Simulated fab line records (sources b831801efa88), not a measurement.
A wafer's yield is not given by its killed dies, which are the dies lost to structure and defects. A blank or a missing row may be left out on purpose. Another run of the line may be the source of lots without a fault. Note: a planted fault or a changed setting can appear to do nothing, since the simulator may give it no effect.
What tool caused it? -- flow sfq line -- 39 wafers from 13 lots sampled at 4 of the route's 325 steps

## WHAT THE GAUGES SHOWED, per wafer
No reading from a measuring or inspecting step in the record can be judged against a usual standard deviation.

## EACH LOT AND THE TOOL THAT RAN IT (in order: tool; ch and the chambers of the sampled wafers; start)
lot,SFQ_TRILAYER_JJ_CE_METRO_MEASURE_117,SFQ_TRILAYER_A5B_DEP_PECVD_129,SFQ_TRILAYER_A5C_DEP_PECVD_142,SFQ_TRILAYER_I5_STRIP_STRIP_148
L205,"cd sem-01, day 54 00:49","pecvd-01 ch 0,2, day 56 04:14","pecvd-01 ch 1,2, day 62 08:51","rie metal-04 ch 0,1, day 67 11:58"
L206,"cd sem-02, day 54 19:13","pecvd-03 ch 0,1,2, day 56 04:35","pecvd-04 ch 0,2, day 62 10:03","rie metal-01 ch 0,1, day 67 16:46"
L207,"cd sem-01, day 56 10:22","pecvd-03 ch 0,1,2, day 56 16:20","pecvd-01 ch 0,1, day 62 18:15","rie metal-04 ch 0,1, day 67 21:22"
L208,"cd sem-02, day 56 13:46","pecvd-04 ch 0,2, day 56 19:47","pecvd-02 ch 0,1,2, day 62 20:39","rie metal-02 ch 0,1, day 67 22:34"
L209,"cd sem-01, day 56 16:22","pecvd-01 ch 0,1,2, day 56 22:14","pecvd-01 ch 1,2, day 62 22:34","rie metal-04 ch 0,1, day 67 23:46"
L210,"cd sem-02, day 56 22:22","pecvd-04 ch 1,2, day 57 04:20","pecvd-04 ch 0,1,2, day 63 02:11","rie metal-01 ch 0,1, day 68 03:28"
L211,"cd sem-01, day 57 03:34","pecvd-03 ch 0,1,2, day 57 09:01","pecvd-02 ch 0,1,2, day 63 06:16","rie metal-02 ch 0,1, day 68 04:46"
L212,"cd sem-02, day 57 06:58","pecvd-01 ch 0,1, day 57 12:34","pecvd-01 ch 0,2, day 63 08:41","rie metal-04 ch 0,1, day 68 10:46"
L213,"cd sem-01, day 57 11:46","pecvd-03 ch 0,1,2, day 57 18:36","pecvd-04 ch 0,1, day 63 12:16","rie metal-02 ch 0,1, day 68 11:58"
L220,"cd sem-02, day 59 15:10","pecvd-03 ch 0,2, day 59 20:58","pecvd-01 ch 0,2, day 65 12:16","rie metal-01 ch 0,1, day 70 02:10"
L221,"cd sem-01, day 59 20:58","pecvd-03 ch 1,2, day 60 02:58","pecvd-01 ch 0,1,2, day 65 22:16","rie metal-04 ch 0,1, day 70 10:34"
L222,"cd sem-02, day 59 23:34","pecvd-04 ch 0,1,2, day 60 05:22","pecvd-04 ch 0,1,2, day 65 23:28","rie metal-04 ch 0,1, day 70 12:58"
L226,"cd sem-02, day 60 12:57","pecvd-03 ch 0,2, day 60 18:52","pecvd-02 ch 0,1,2, day 66 13:52","rie metal-02 ch 0,1, day 71 07:23"
- SFQ_TRILAYER_JJ_CE_METRO_MEASURE_117
- SFQ_TRILAYER_A5B_DEP_PECVD_129: deposits SiO2 from SiH4/N2O, time 133.33 s, target thk 600 nm.
- SFQ_TRILAYER_A5C_DEP_PECVD_142: deposits SiO2 from SiH4/N2O, time 15.556 s, target thk 70 nm.
- SFQ_TRILAYER_I5_STRIP_STRIP_148: strips in O2.

## AS READ BY THE TOOLS THEMSELVES (means over the sampled wafers that have a number; for cases with no such wafer, the mark the record gives instead)
SFQ_TRILAYER_JJ_CE_METRO_MEASURE_117.
lot,tool,cd nm (nm)
L205,cd sem-01,701.3
L206,cd sem-02,699.8
L207,cd sem-01,702.6
L208,cd sem-02,700.9
L209,cd sem-01,700.5
L210,cd sem-02,700.4
L211,cd sem-01,700.9
L212,cd sem-02,700.0
L213,cd sem-01,699.6
L220,cd sem-02,700.3
L221,cd sem-01,702.8
L222,cd sem-02,699.4
L226,cd sem-02,699.1

SFQ_TRILAYER_A5B_DEP_PECVD_129.
lot,tool,heater power w (W),rf fwd power W (W),showerhead vpp V (V),throttle valve pct (%)
L205,pecvd-01,94,182.9,829,25.8
L206,pecvd-03,104,183.3,868,24.1
L207,pecvd-03,105,182.6,867,24.2
L208,pecvd-04,90,182.1,830,25.0
L209,pecvd-01,85,183.0,832,26.3
L210,pecvd-04,71,183.6,842,25.9
L211,pecvd-03,103,182.6,867,24.2
L212,pecvd-01,77,182.5,831,26.2
L213,pecvd-03,97,182.6,862,24.2
L220,pecvd-03,96,183.3,882,25.2
L221,pecvd-03,99,183.1,875,24.1
L222,pecvd-04,77,182.3,825,25.6
L226,pecvd-03,102,182.5,896,25.0

SFQ_TRILAYER_A5C_DEP_PECVD_142.
lot,tool,heater power w (W),rf fwd power W (W),showerhead vpp V (V),throttle valve pct (%)
L205,pecvd-01,93,179.4,830,27.1
L206,pecvd-04,93,179.0,818,25.1
L207,pecvd-01,78,181.4,833,27.0
L208,pecvd-02,67,180.1,844,24.5
L209,pecvd-01,89,180.8,815,26.8
L210,pecvd-04,81,180.1,833,25.4
L211,pecvd-02,71,180.4,843,24.3
L212,pecvd-01,102,180.3,824,26.4
L213,pecvd-04,91,179.3,821,25.2
L220,pecvd-01,95,150.9,761,26.5
L221,pecvd-01,91,150.6,758,27.0
L222,pecvd-04,85,180.2,832,25.3
L226,pecvd-02,70,179.7,840,24.5

SFQ_TRILAYER_I5_STRIP_STRIP_148.
lot,tool,chamber pressure mTorr (mTorr),drypump motor current A (A),oes product au (a.u.)
L205,rie metal-04,50.00,5.2,0.990
L206,rie metal-01,50.01,5.7,0.996
L207,rie metal-04,50.02,5.2,0.993
L208,rie metal-02,50.05,5.4,0.999
L209,rie metal-04,50.01,5.1,0.993
L210,rie metal-01,50.01,5.5,1.004
L211,rie metal-02,49.92,5.0,0.999
L212,rie metal-04,49.98,5.2,1.000
L213,rie metal-02,50.03,5.4,0.990
L220,rie metal-01,49.95,5.5,1.000
L221,rie metal-04,50.02,5.2,0.998
L222,rie metal-04,49.95,5.2,0.991
L226,rie metal-02,49.99,5.0,1.002

## THE ANSWER, worked out from the rows above alone
Rule: usual is defined by the lots themselves. Put in order of their means at a reading, lots are off if they are a third of the lots or fewer, leave a main group of 4 or more, and stand apart from it by a gap of 3 or more times the standard deviation of the main group's means; of several such gaps the widest counts. The tables above print the reading to a certain number of digits; a main group whose means all agree to those digits is not used. Also off: a lot with no number at a reading for which 4 or more lots have one. The other lots that the step has rows for count as sound. Order of review: gauges by route order, followed by the tools' own readings, for which a lot's mean as printed above is used. The first step at which some lot is off is used, and at that step the reading that is off furthest; a lot without a number counts as furthest.
Off at SFQ_TRILAYER_A5C_DEP_PECVD_142 (rf fwd power W): L220, L221. The main group has a mean of 180.1 W with a standard deviation of 0.66.
A tool fits if, at that step or a process step before it, it ran every lot that is off, and no sound lot after the first of them. One candidate fits, namely pecvd-01 at SFQ_TRILAYER_A5C_DEP_PECVD_142. Its last sound lot is L212 (day 63 08:41), its first lot that is off L220 (day 65 12:16): a fault that began between those two fits.
The tool's own readings at SFQ_TRILAYER_A5C_DEP_PECVD_142 bear it out: on the lots that are off they differ by more than 5 times the standard deviation of the sound lots' means. rf fwd power W reads 150.8 W there against 180.1 W on the sound lots; showerhead vpp V reads 760 V there against 830 V on the sound lots.

## WHAT THE SIMULATOR HAD INSERTED
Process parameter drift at SFQ_TRILAYER_A5C_DEP_PECVD_142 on pecvd-01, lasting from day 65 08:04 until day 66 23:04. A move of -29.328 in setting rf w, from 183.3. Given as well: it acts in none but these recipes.
Shown lots that were struck: L220, L221. The rule above found the same.
